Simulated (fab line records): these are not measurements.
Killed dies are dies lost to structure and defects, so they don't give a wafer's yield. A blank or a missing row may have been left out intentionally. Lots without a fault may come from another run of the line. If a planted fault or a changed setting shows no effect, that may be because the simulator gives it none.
The tool behind it: which one? ; flow gf180mcu ; 42 wafers from 14 lots sampled at 3 of the route's 602 steps

== WHAT EACH GAUGE READ, for each wafer ==
GF_CONTACT_OVL_MEAS_15.
lot;measured;on;CONTACT_OVL (nm)
L742;day 17 11:28;overlay-01;-5 -4 -9
L744;day 17 14:01;overlay-02;-20 -15 -17
L745;day 18 08:31;overlay-01;-1 -7 -3
L747;day 18 19:59;overlay-01;1 1 2
L748;day 19 02:55;overlay-01;-3 -4 -5
L749;day 19 10:46;overlay-02;-11 -7 -17
L750;day 19 15:50;overlay-01;-5 -2 -9
L751;day 20 06:51;overlay-01;-4 -4 -15
L752;day 20 09:26;overlay-02;-11 -2 -8
L753;day 20 23:03;overlay-01;5 -1 1
L760;day 23 08:16;overlay-01;-2 -7 -4
L761;day 23 17:46;overlay-02;-3 -8 -8
L762;day 23 22:41;overlay-01;-5 -2 1
L763;day 24 07:34;overlay-02;-5 -4 -8

GF_M1_RS_MEAS_05: measures by four-point-probe.
lot;measured;on;M1_ALCU_RS (ohm/sq)
L742;day 17 12:58;film_metro-04;0.0690 0.0690 0.0697
L744;day 17 15:32;film_metro-04;0.0700 0.0697 0.0697
L745;day 18 09:56;film_metro-04;0.0706 0.0708 0.0704
L747;day 18 21:23;film_metro-01;0.0685 0.0685 0.0689
L748;day 19 04:20;film_metro-04;0.0704 0.0707 0.0705
L749;day 19 12:11;film_metro-01;0.0689 0.0696 0.0693
L750;day 19 17:20;film_metro-03;0.0696 0.0701 0.0702
L751;day 20 08:15;film_metro-03;0.0690 0.0687 0.0682
L752;day 20 10:50;film_metro-03;0.0701 0.0703 0.0696
L753;day 21 00:28;film_metro-01;0.0695 0.0695 0.0701
L760;day 23 10:16;film_metro-04;0.0696 0.0696 0.0689
L761;day 23 19:10;film_metro-04;0.0689 0.0695 0.0685
L762;day 24 00:07;film_metro-04;0.0701 0.0709 0.0712
L763;day 24 08:59;film_metro-01;0.0709 0.0700 0.0705

== TOOL THAT RAN EACH LOT (tool first, then ch and the chambers of the sampled wafers, then the start) ==
lot;GF_CONTACT_ETCH_17
L742;rie_diel-04 ch 0,1, day 17 12:58 or earlier
L744;rie_diel-04 ch 1,2, day 17 15:32 or earlier
L745;rie_diel-04 ch 0,3, day 18 09:56 or earlier
L747;rie_diel-04 ch 0,3, day 18 21:23 or earlier
L748;rie_diel-03 ch 0,2, day 19 04:20 or earlier
L749;rie_diel-03 ch 0,1,3, day 19 12:11 or earlier
L750;rie_diel-01 ch 0,1,2, day 19 17:20 or earlier
L751;rie_diel-04 ch 0,1, day 20 08:15 or earlier
L752;rie_diel-03 ch 0,3, day 20 10:50 or earlier
L753;rie_diel-04 ch 1,2,3, day 21 00:28 or earlier
L760;rie_diel-03 ch 0,3, day 23 10:16 or earlier
L761;rie_diel-03 ch 0,1, day 23 19:10 or earlier
L762;rie_diel-03 ch 0,1,2, day 24 00:07 or earlier
L763;rie_diel-01 ch 0,2,3, day 24 08:59 or earlier
- GF_CONTACT_ETCH_17: etches SiO2 in C4F8/O2/Ar, stops on CoSi2, target depth 860 nm.

== WHAT THE TOOLS THEMSELVES READ (means of the sampled wafers that have a number; where no wafer has one, the mark that the record gives instead) ==
GF_CONTACT_ETCH_17.
lot;tool;bias_w (W);chamber_pressure_mTorr (mTorr);oes_product_au (a.u.)
L742;rie_diel-04;1199;40.02;0.818
L744;rie_diel-04;1199;39.98;0.813
L745;rie_diel-04;1197;39.98;0.813
L747;rie_diel-04;1200;39.99;0.819
L748;rie_diel-03;1200;40.01;0.817
L749;rie_diel-03;1201;40.03;0.813
L750;rie_diel-01;1201;40.04;0.812
L751;rie_diel-04;1201;39.99;0.816
L752;rie_diel-03;1201;40.00;0.812
L753;rie_diel-04;1200;40.01;0.818
L760;rie_diel-03;1202;40.02;0.816
L761;rie_diel-03;1201;40.02;0.815
L762;rie_diel-03;1196;40.04;0.813
L763;rie_diel-01;1199;39.97;0.822

== THE ANSWER, worked out from the rows above alone ==
Rule: the usual values come from the lots themselves. The widest of any qualifying gaps counts: lots, ordered by their means at a reading, are off when they make up no more than a third of the lots, leave a main group of 4 or more, and stand apart from it by 3 or more times the standard deviation of that group's means. A main group whose means are all the same, to the digits that the tables above print for the reading, isn't used. Also off: a lot with no number at a reading for which 4 or more lots have one. The other lots that the step has rows for count as sound. First the gauges in route order, then the tools' own readings, where a lot's mean is used as printed above. The first step at which some lot is off is used, and at that step the reading that is off furthest; a lot without a number counts as furthest.
No lot is off on any of the readings shown, so nothing can be concluded from this.

== WHAT THE SIMULATOR HAD INSERTED ==
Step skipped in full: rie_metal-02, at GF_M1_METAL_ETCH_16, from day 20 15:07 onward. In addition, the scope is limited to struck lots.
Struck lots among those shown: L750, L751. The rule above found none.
